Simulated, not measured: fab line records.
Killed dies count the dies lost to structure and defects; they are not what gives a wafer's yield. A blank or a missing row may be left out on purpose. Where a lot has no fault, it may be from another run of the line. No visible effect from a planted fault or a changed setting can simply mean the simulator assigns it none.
Which of the tools did it? | flow gf180mcu | 11 lots with 33 wafers sampled at 6 steps, on a route of 602 steps

WHAT THE GAUGES SHOWED, per wafer
GF_V1_RS_MEAS_24: a four-point-probe measurement. Usual: V1_W_RS typically reads 0.328 ohm/sq, with standard deviation 0.0034.
lot  | measured     | on           | V1_W_RS (ohm/sq)  | flag
L182 | day 18 09:38 | filmMetro-02 | 0.324 0.328 0.326 | 
L183 | day 18 19:45 | filmMetro-01 | 0.326 0.331 0.325 | 
L191 | day 21 11:53 | filmMetro-02 | 0.649 0.643 0.651 | OFF
L193 | day 22 04:23 | filmMetro-01 | 0.668 0.671 0.682 | OFF
L195 | day 23 00:24 | filmMetro-02 | 0.332 0.331 0.333 | 
L197 | day 23 16:32 | filmMetro-03 | 0.326 0.334 0.331 | 
L200 | day 24 21:26 | filmMetro-02 | 0.329 0.326 0.328 | 
L202 | day 25 04:18 | filmMetro-01 | 0.328 0.324 0.331 | 
L203 | day 25 14:20 | filmMetro-03 | 0.321 0.322 0.324 | 
L204 | day 26 00:13 | filmMetro-02 | 0.325 0.326 0.322 | 
L205 | day 26 04:32 | filmMetro-02 | 0.322 0.325 0.329 | 

GF_V1_THK_MEAS_25: measures by xrf. Usual: V1_W_THK typically reads 339 nm, with standard deviation 5.
lot  | measured     | on           | V1_W_THK (nm) | flag
L182 | day 18 09:44 | filmMetro-02 | 345 340 342   | 
L183 | day 18 19:52 | filmMetro-01 | 343 336 342   | 
L191 | day 21 12:00 | filmMetro-02 | 175 176 174   | OFF
L193 | day 22 04:30 | filmMetro-01 | 169 169 167   | OFF
L195 | day 23 00:31 | filmMetro-02 | 336 339 334   | 
L197 | day 23 16:38 | filmMetro-03 | 333 327 329   | 
L200 | day 24 21:33 | filmMetro-02 | 341 344 344   | 
L202 | day 25 04:25 | filmMetro-01 | 340 345 339   | 
L203 | day 25 14:27 | filmMetro-03 | 342 339 339   | 
L204 | day 26 00:19 | filmMetro-02 | 346 346 350   | 
L205 | day 26 04:38 | filmMetro-02 | 350 347 343   | 

TOOL THAT RAN EACH LOT (tool first, then ch and the chambers of the sampled wafers, then the start)
lot  | GF_M1_SPUTTER_00            | GF_M1_SPUTTER_01            | GF_V1_CVD_02                    | GF_V1_CVD_23
L182 | pvdSputter-03, day 16 08:17 | pvdSputter-03, day 16 08:23 | pecvd-04 ch 0,1, day 17 08:14   | cvdW-02 ch 0, day 18 09:30
L183 | pvdSputter-01, day 16 18:18 | pvdSputter-01, day 16 18:24 | pecvd-01 ch 0,2, day 17 18:17   | cvdW-01 ch 0,1, day 18 19:38
L191 | pvdSputter-04, day 19 09:34 | pvdSputter-04, day 19 09:40 | pecvd-02 ch 0,1, day 20 10:34   | cvdW-01 ch 0,1, day 21 11:46
L193 | pvdSputter-03, day 20 02:12 | pvdSputter-03, day 20 02:18 | pecvd-04 ch 0, day 21 03:47     | cvdW-01 ch 0, day 22 04:16
L195 | pvdSputter-04, day 20 23:16 | pvdSputter-04, day 20 23:22 | pecvd-04 ch 0,2, day 22 00:18   | cvdW-02 ch 0,1, day 23 00:16
L197 | pvdSputter-04, day 21 16:15 | pvdSputter-04, day 21 16:21 | pecvd-02 ch 0,1, day 22 16:43   | cvdW-02 ch 0,1, day 23 16:25
L200 | pvdSputter-04, day 22 22:08 | pvdSputter-04, day 22 22:14 | pecvd-01 ch 0,1,2, day 23 21:41 | cvdW-01 ch 0, day 24 21:19
L202 | pvdSputter-04, day 23 05:30 | pvdSputter-04, day 23 05:36 | pecvd-02 ch 0,1,2, day 24 04:56 | cvdW-01 ch 0, day 25 04:11
L203 | pvdSputter-04, day 23 16:16 | pvdSputter-04, day 23 16:22 | pecvd-01 ch 0,1,2, day 24 15:25 | cvdW-01 ch 0,1, day 25 14:13
L204 | pvdSputter-03, day 24 02:17 | pvdSputter-03, day 24 02:23 | pecvd-02 ch 1,2, day 25 01:50   | cvdW-02 ch 0,1, day 26 00:05
L205 | pvdSputter-01, day 24 07:27 | pvdSputter-01, day 24 07:33 | pecvd-01 ch 1,2, day 25 06:06   | cvdW-01 ch 0,1, day 26 04:25
- GF_M1_SPUTTER_00: material Ti, target thk 37.5 nm, time 150 s.
- GF_M1_SPUTTER_01: material TiN, target thk 30 nm, time 25 s.
- GF_V1_CVD_02: deposits SiO2 from TEOS, target thk 850 nm, time 94.851 s.
- GF_V1_CVD_23: deposits W, target thk 350 nm, time 105.05 s.

WHAT THE TOOLS THEMSELVES READ (means of the sampled wafers that have a number; where no wafer has one, the mark that the record gives instead)
GF_M1_SPUTTER_00. Usual: 30.2 % for throttleValvePct, sd 0.68.
lot  | tool          | throttleValvePct (%) | flag
L182 | pvdSputter-03 | 31.1                 | 
L183 | pvdSputter-01 | 29.6                 | 
L191 | pvdSputter-04 | 30.0                 | 
L193 | pvdSputter-03 | 30.8                 | 
L195 | pvdSputter-04 | 30.4                 | 
L197 | pvdSputter-04 | 30.1                 | 
L200 | pvdSputter-04 | 30.2                 | 
L202 | pvdSputter-04 | 30.3                 | 
L203 | pvdSputter-04 | 30.2                 | 
L204 | pvdSputter-03 | 30.6                 | 
L205 | pvdSputter-01 | 29.5                 | 

GF_M1_SPUTTER_01. Usual: 30.2 % for throttleValvePct, sd 0.71.
lot  | tool          | throttleValvePct (%) | flag
L182 | pvdSputter-03 | 31.2                 | 
L183 | pvdSputter-01 | 29.3                 | 
L191 | pvdSputter-04 | 29.9                 | 
L193 | pvdSputter-03 | 30.8                 | 
L195 | pvdSputter-04 | 30.3                 | 
L197 | pvdSputter-04 | 30.3                 | 
L200 | pvdSputter-04 | 30.2                 | 
L202 | pvdSputter-04 | 30.1                 | 
L203 | pvdSputter-04 | 30.4                 | 
L204 | pvdSputter-03 | 30.6                 | 
L205 | pvdSputter-01 | 29.4                 | 

GF_V1_CVD_02. Usual: 602 W for heaterPowerW, sd 83.
lot  | tool     | heaterPowerW (W) | flag
L182 | pecvd-04 | 617              | 
L183 | pecvd-01 | 537              | 
L191 | pecvd-02 | 519              | 
L193 | pecvd-04 | 551              | 
L195 | pecvd-04 | 517              | 
L197 | pecvd-02 | 567              | 
L200 | pecvd-01 | 613              | 
L202 | pecvd-02 | 573              | 
L203 | pecvd-01 | 590              | 
L204 | pecvd-02 | 588              | 
L205 | pecvd-01 | 636              | 

GF_V1_CVD_23. Usual: 866 W for heaterPowerW, sd 69.
lot  | tool    | heaterPowerW (W) | flag
L182 | cvdW-02 | 818              | 
L183 | cvdW-01 | 822              | 
L191 | cvdW-01 | 831              | 
L193 | cvdW-01 | 762              | 
L195 | cvdW-02 | 900              | 
L197 | cvdW-02 | 890              | 
L200 | cvdW-01 | 773              | 
L202 | cvdW-01 | 772              | 
L203 | cvdW-01 | 835              | 
L204 | cvdW-02 | 922              | 
L205 | cvdW-01 | 828              | 

THE ANSWER, worked out from the rows above alone
Rule: lot off if the mean of its wafers having a number is beyond 3 standard deviations from the usual mean. A lot without any number at a reading at which 4 lots or more have one is off too. Any other lot the step has rows for is counted as sound. Order of review: gauges by route order, followed by the tools' own readings, for which a lot's mean as printed above is used. At the first step where some lot is off, the reading lying furthest off is the one used; lots without a number count as furthest.
Off: L191, L193, seen at GF_V1_RS_MEAS_24 (V1_W_RS).
A tool fits if, at a process step before that reading, it ran every lot that is off, and no sound lot after the first of them. The gauges at GF_V1_RS_MEAS_24 are tried like those tools. No candidate that was tried fits.

WHAT THE SIMULATOR PUT IN
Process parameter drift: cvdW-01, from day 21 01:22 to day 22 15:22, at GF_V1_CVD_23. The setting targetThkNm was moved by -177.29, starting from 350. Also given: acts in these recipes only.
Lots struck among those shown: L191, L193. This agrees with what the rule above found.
